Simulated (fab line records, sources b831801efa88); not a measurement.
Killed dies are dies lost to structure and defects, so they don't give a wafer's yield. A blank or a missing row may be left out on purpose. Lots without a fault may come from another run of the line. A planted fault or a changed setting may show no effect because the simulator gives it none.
Chamber matching | flow sky130 | SKY_CONTACT_CMP_04 on cmp-01: 4 sister chambers
The step polishes SiO2. 4 wafers are shown with their chamber, then 7 later ones without.

WAFERS WITH THEIR CHAMBER
wafer  | chamber | motor_current_A (A)
L414.2 | 3       | 12.7
L414.4 | 1       | 12.7
L422.2 | 0       | 14.9
L422.3 | 2       | 13.7

WAFERS WITHOUT THEIR CHAMBER
wafer  | motor_current_A (A)
L422.6 | 12.6
L426.1 | 13.5
L426.4 | 15.6
L426.5 | 13.0
L425.1 | 13.0
L425.2 | 12.8
L425.6 | 13.3

WHICH CHAMBER EACH WENT THROUGH
wafer  | from the rows above          | in truth
L422.6 | can't be placed: 1 or 3      | 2
L426.1 | can't be placed: 2 or 1 or 3 | 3
L426.4 | 0                            | 0
L426.5 | can't be placed: 1 or 3 or 2 | 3
L425.1 | can't be placed: 1 or 3 or 2 | 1
L425.2 | can't be placed: 1 or 3      | 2
L425.6 | can't be placed: 2 or 1 or 3 | 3
Placed correctly: 1 of 7. Can't be placed from these rows: 6 (the true chamber is among the candidates in 4). Placed wrongly: 0.
How it was worked out, from the rows above alone: a wafer's distance from a chamber is the root of the sum, over the readings, of the square of ((its reading less the chamber's mean) divided by the reading's scatter). The wafer belongs to the nearest chamber; if the next one is less than 2 further off, it can't be placed. A chamber's mean is the mean of its shown wafers. The scatter: with one shown wafer a chamber, the root of the mean of the squares of how far each hidden wafer lies from its nearest shown one.
